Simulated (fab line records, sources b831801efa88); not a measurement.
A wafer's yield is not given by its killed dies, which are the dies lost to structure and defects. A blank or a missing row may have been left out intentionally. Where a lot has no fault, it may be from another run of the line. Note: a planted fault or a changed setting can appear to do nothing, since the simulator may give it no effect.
2 desks looking at one fault + flow sky130 + every desk sees just its own numbers, and what lay behind them comes last

== METROLOGY DESK ==
What the gauges read, lot by lot, whatever tool the lot ran on: means of the sampled wafers that have a number. The brackets show how far a lot's mean lies from the usual mean; more than 4 standard deviations puts the lot out of limits, marked OUT. Only the readings that lie furthest out on some lot appear, 7 of the 10 it has.
Columns: A = VT_ADJUST_LVTN_OVL at SKY_VT_ADJUST_LVTN_OVL_MEAS_07, usual -0.4 nm; B = VT_ADJUST_LVTN_TW at SKY_VT_ADJUST_LVTN_TW_MEAS_10, usual 242.2; C = VT_ADJUST_LVTN_01_OVL at SKY_VT_ADJUST_LVTN_OVL_MEAS_18, usual 0.3 nm; D = VT_ADJUST_LVTN_2_TW at SKY_VT_ADJUST_LVTN_TW_MEAS_21, usual 188.8; E = VT_ADJUST_NCORE_OVL at SKY_VT_ADJUST_NCORE_OVL_MEAS_08, usual 0.2 nm; F = VT_ADJUST_NCORE_TW at SKY_VT_ADJUST_NCORE_TW_MEAS_11, usual 219.1; G = VT_ADJUST_HVTR_TW at SKY_VT_ADJUST_HVTR_TW_MEAS_11, usual 210.8
| lot  | first seen here | A    | B     | C    | D     | E    | F     | G     |
|------|-----------------|------|-------|------|-------|------|-------|-------|
| L798 | day 7 13:20     | -0.7 | 240.3 | 0.9  | 189.4 | 0.0  | 218.5 | 210.5 |
| L805 | day 9 10:55     | 0.1  | 240.3 | 2.2  | 188.2 | 0.0  | 221.3 | 209.3 |
| L806 | day 9 22:02     | -0.1 | 244.7 | 1.3  | 188.2 | 0.4  | 220.8 | 208.7 |
| L810 | day 10 22:45    | -1.5 | 242.2 | -0.9 | 188.2 | 2.0  | 220.3 | 211.8 |
| L812 | day 11 12:17    | -1.2 | 243.2 | -1.1 | 189.1 | -1.2 | 219.0 | 211.0 |
| L815 | day 12 08:58    | -1.6 | 242.9 | -0.7 | 187.4 | 0.1  | 219.5 | 211.7 |
Finding of this desk: none of the 6 lots has anything out of limits.

== FOR THE TOOL OWNER'S DESK: implanter-04 ==
The tool's own readings at SKY_VT_ADJUST_LVTN_IMPLANT_19: means of the sampled wafers that have a number, for each lot that ran on this tool. The brackets show how far a lot's mean lies from the usual mean; more than 4 standard deviations puts the lot out of limits, marked OUT.
Columns: A = beam-energy-keV at SKY_VT_ADJUST_LVTN_IMPLANT_19, usual 30.001; B = beam-on-s at SKY_VT_ADJUST_LVTN_IMPLANT_19, usual 10.00 s
| lot  | first seen here | A      | B     |
|------|-----------------|--------|-------|
| L798 | day 8 10:17     | 29.999 | 9.90  |
| L805 | day 10 09:22    | 29.989 | 9.92  |
| L806 | day 10 20:37    | 30.001 | 10.00 |
Finding of this desk: none of the 3 lots has anything out of limits.

== TAKEN TOGETHER ==
Metrology desk: nothing out of limits seen.
The tool owner's desk saw nothing out of limits.

== WHAT HAD BEEN PUT IN BY THE SIMULATOR ==
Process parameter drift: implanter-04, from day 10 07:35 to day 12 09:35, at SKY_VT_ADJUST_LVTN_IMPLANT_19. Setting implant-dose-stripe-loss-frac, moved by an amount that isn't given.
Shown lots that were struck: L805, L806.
